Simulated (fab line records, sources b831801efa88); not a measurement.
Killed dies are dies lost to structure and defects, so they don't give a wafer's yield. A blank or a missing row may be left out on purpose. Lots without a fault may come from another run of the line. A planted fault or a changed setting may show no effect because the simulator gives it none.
Which tool did it? | flow sky130 | 12 lots, 36 wafers sampled, at 5 steps of a route of 708

WHAT THE GAUGES READ, wafer by wafer
SKY_LDD_N_OVL_MEAS_07. Usual: LDD_N_OVL 0.1 nm, standard deviation 1.2.
lot  | measured     | on         | LDD_N_OVL (nm) | flag
L328 | day 17 13:29 | overlay-01 | -1.7 0.3 -0.9  |
L329 | day 17 21:21 | overlay-01 | 1.5 1.3 -1.0   |
L333 | day 19 19:25 | overlay-02 | 0.8 0.1 -0.8   |
L334 | day 20 02:52 | overlay-02 | -0.5 0.0 0.0   |
L335 | day 20 11:29 | overlay-01 | -0.1 -0.1 -1.8 |
L342 | day 23 02:03 | overlay-01 | 0.8 -1.1 2.3   |
L343 | day 23 15:43 | overlay-01 | -0.1 -0.3 -0.3 |
L344 | day 23 18:59 | overlay-02 | 2.4 2.4 2.4    |
L345 | day 24 05:35 | overlay-02 | 0.6 0.8 -0.1   |
L346 | day 24 10:28 | overlay-02 | 0.4 -1.5 -1.2  |
L349 | day 25 00:10 | overlay-01 | -0.2 0.6 -0.4  |
L351 | day 26 06:23 | overlay-01 | -1.7 -0.7 -1.2 |

SKY_LDD_P_CD_MEAS_07: target cd 380 nm. Usual: cd_nm 379.9 nm, standard deviation 2.4.
lot  | measured     | on        | cd_nm (nm)        | flag
L328 | day 18 21:01 | cd_sem-01 | 373.7 375.0 374.7 |
L329 | day 19 04:45 | cd_sem-01 | 376.8 378.8 380.7 |
L333 | day 21 03:02 | cd_sem-02 | 378.4 379.7 381.2 |
L334 | day 21 11:12 | cd_sem-02 | 376.5 379.6 377.2 |
L335 | day 21 19:07 | cd_sem-02 | 379.4 378.5 380.0 |
L342 | day 24 09:29 | cd_sem-01 | 382.3 382.5 381.0 |
L343 | day 24 22:40 | cd_sem-01 | 377.8 379.3 381.1 |
L344 | day 25 01:26 | cd_sem-02 | 378.8 377.4 381.2 |
L345 | day 25 10:43 | cd_sem-01 | 376.0 381.0 375.6 |
L346 | day 25 17:19 | cd_sem-01 | 379.8 379.4 380.5 |
L349 | day 26 06:41 | cd_sem-02 | 379.0 379.8 379.6 |
L351 | day 27 12:33 | cd_sem-01 | 381.6 382.0 380.2 |

SKY_LDD_HVP_TW_MEAS_10. Usual: LDD_HVP_TW 454.4, standard deviation 2.9.
lot  | measured     | on            | LDD_HVP_TW        | flag
L328 | day 21 12:28 | film_metro-04 | 453.2 454.2 455.0 |
L329 | day 21 17:33 | film_metro-04 | 454.4 456.3 456.6 |
L333 | day 23 16:34 | film_metro-01 | 455.3 457.0 454.4 |
L334 | day 23 23:53 | film_metro-03 | 453.6 453.4 448.3 |
L335 | day 24 08:19 | film_metro-04 | 455.8 456.0 454.7 |
L342 | day 26 20:14 | film_metro-04 | 454.9 452.8 456.1 |
L343 | day 27 08:07 | film_metro-01 | 492.0 490.7 490.7 | OFF
L344 | day 27 12:26 | film_metro-01 | 491.0 490.5 489.5 | OFF
L345 | day 27 20:11 | film_metro-03 | 451.9 455.2 451.1 |
L346 | day 28 03:50 | film_metro-01 | 458.4 457.0 453.5 |
L349 | day 28 17:19 | film_metro-01 | 459.5 455.4 459.4 |
L351 | day 29 22:23 | film_metro-04 | 455.1 455.9 455.6 |

WHICH TOOL RAN EACH LOT (tool, then ch and the chambers of the sampled wafers, then the start)
lot  | SKY_LDD_P_STRIP_10                   | SKY_LDD_HVP_IMPLANT_08
L328 | plasma_asher-01 ch 0,1, day 18 21:19 | implanter-04 ch 0, day 21 12:13
L329 | plasma_asher-02 ch 0,1, day 19 05:02 | implanter-02 ch 0, day 21 17:21
L333 | plasma_asher-02 ch 0,1, day 21 03:20 | implanter-03 ch 0, day 23 16:19
L334 | plasma_asher-02 ch 0,1, day 21 11:30 | implanter-04 ch 0, day 23 23:38
L335 | plasma_asher-01 ch 0,1, day 21 19:25 | implanter-04 ch 0, day 24 08:04
L342 | plasma_asher-02 ch 0,1, day 24 09:47 | implanter-04 ch 0, day 26 20:01
L343 | plasma_asher-04 ch 0,1, day 24 22:58 | implanter-02 ch 0, day 27 07:52
L344 | plasma_asher-01 ch 0,1, day 25 01:43 | implanter-02 ch 0, day 27 12:11
L345 | plasma_asher-02 ch 0,1, day 25 11:01 | implanter-03 ch 0, day 27 19:56
L346 | plasma_asher-02 ch 0,1, day 25 17:37 | implanter-03 ch 0, day 28 03:37
L349 | plasma_asher-02 ch 0,1, day 26 06:59 | implanter-03 ch 0, day 28 17:04
L351 | plasma_asher-02 ch 0,1, day 27 12:50 | implanter-02 ch 0, day 29 22:10
- SKY_LDD_P_STRIP_10: strips in O2/N2.
- SKY_LDD_HVP_IMPLANT_08

WHAT THE TOOLS THEMSELVES READ (means of the sampled wafers that have a number; where no wafer has one, the mark that the record gives instead)
SKY_LDD_P_STRIP_10. Usual: drypump_motor_current_A 5.9 A, standard deviation 0.51; oes_product_au 0.715 a.u., standard deviation 0.0045; strip_time_to_endpoint_s 14.20 s, standard deviation 0.038.
lot  | tool            | drypump_motor_current_A (A) | oes_product_au (a.u.) | strip_time_to_endpoint_s (s) | flag
L328 | plasma_asher-01 | 5.3                         | 0.714                 | 14.24                        |
L329 | plasma_asher-02 | 5.7                         | 0.717                 | 14.19                        |
L333 | plasma_asher-02 | 5.7                         | 0.717                 | 14.16                        |
L334 | plasma_asher-02 | 5.7                         | 0.715                 | 14.15                        |
L335 | plasma_asher-01 | 5.3                         | 0.721                 | 14.26                        |
L342 | plasma_asher-02 | 5.7                         | 0.713                 | 14.20                        |
L343 | plasma_asher-04 | 6.3                         | 0.716                 | 14.17                        |
L344 | plasma_asher-01 | 5.7                         | 0.712                 | 14.22                        |
L345 | plasma_asher-02 | 5.7                         | 0.714                 | 14.18                        |
L346 | plasma_asher-02 | 5.7                         | 0.715                 | 14.17                        |
L349 | plasma_asher-02 | 5.7                         | 0.715                 | 14.17                        |
L351 | plasma_asher-02 | 5.7                         | 0.718                 | 14.25                        |

SKY_LDD_HVP_IMPLANT_08. Usual: beam_energy_keV 19.881, standard deviation 0.0057; beam_on_s 9.97 s, standard deviation 0.22; end_station_pressure_torr 5.09e-06 Torr, standard deviation 3e-07; faraday_current_uA 96.2, standard deviation 2.1.
lot  | tool         | beam_energy_keV | beam_on_s (s) | end_station_pressure_torr (Torr) | faraday_current_uA | flag
L328 | implanter-04 | 19.884          | 10.10         | 5.02e-06                         | 94.8               |
L329 | implanter-02 | 19.885          | 10.02         | 5.35e-06                         | 95.7               |
L333 | implanter-03 | 19.886          | 9.76          | 5.00e-06                         | 98.6               |
L334 | implanter-04 | 19.878          | 9.71          | 5.00e-06                         | 98.6               |
L335 | implanter-04 | 19.885          | 9.94          | 5.09e-06                         | 96.2               |
L342 | implanter-04 | 19.884          | 10.13         | 5.10e-06                         | 94.9               |
L343 | implanter-02 | 19.885          | 12.33         | 1.04e-04                         | 78.4               | OFF
L344 | implanter-02 | 19.881          | 12.05         | 1.12e-04                         | 80.2               | OFF
L345 | implanter-03 | 19.877          | 9.85          | 5.07e-06                         | 97.3               |
L346 | implanter-03 | 19.880          | 9.87          | 4.97e-06                         | 97.1               |
L349 | implanter-03 | 19.881          | 10.16         | 4.80e-06                         | 94.5               |
L351 | implanter-02 | 19.883          | 9.80          | 5.23e-06                         | 97.6               |

THE ANSWER, worked out from the rows above alone
Rule: a lot is off if the mean of its wafers that have a number lies more than 3 standard deviations from the usual mean. A lot without any number at a reading at which 4 lots or more have one is off too. The other lots that the step has rows for count as sound. The gauges are gone through in route order, then the tools' own readings, and for those a lot's mean is taken as printed above. The first step at which some lot is off is used, and at that step the reading that is off furthest; a lot without a number counts as furthest.
Off: L343, L344, at SKY_LDD_HVP_TW_MEAS_10 (LDD_HVP_TW).
A tool fits if, at a process step before that reading, it ran every lot that is off, and no sound lot after the first of them. The gauges at SKY_LDD_HVP_TW_MEAS_10 aren't tried: what is off there is off at SKY_LDD_HVP_IMPLANT_08 too, on other tools, and a gauge's error can't cause that. None of those tried fits.

WHAT THE SIMULATOR HAD PUT IN
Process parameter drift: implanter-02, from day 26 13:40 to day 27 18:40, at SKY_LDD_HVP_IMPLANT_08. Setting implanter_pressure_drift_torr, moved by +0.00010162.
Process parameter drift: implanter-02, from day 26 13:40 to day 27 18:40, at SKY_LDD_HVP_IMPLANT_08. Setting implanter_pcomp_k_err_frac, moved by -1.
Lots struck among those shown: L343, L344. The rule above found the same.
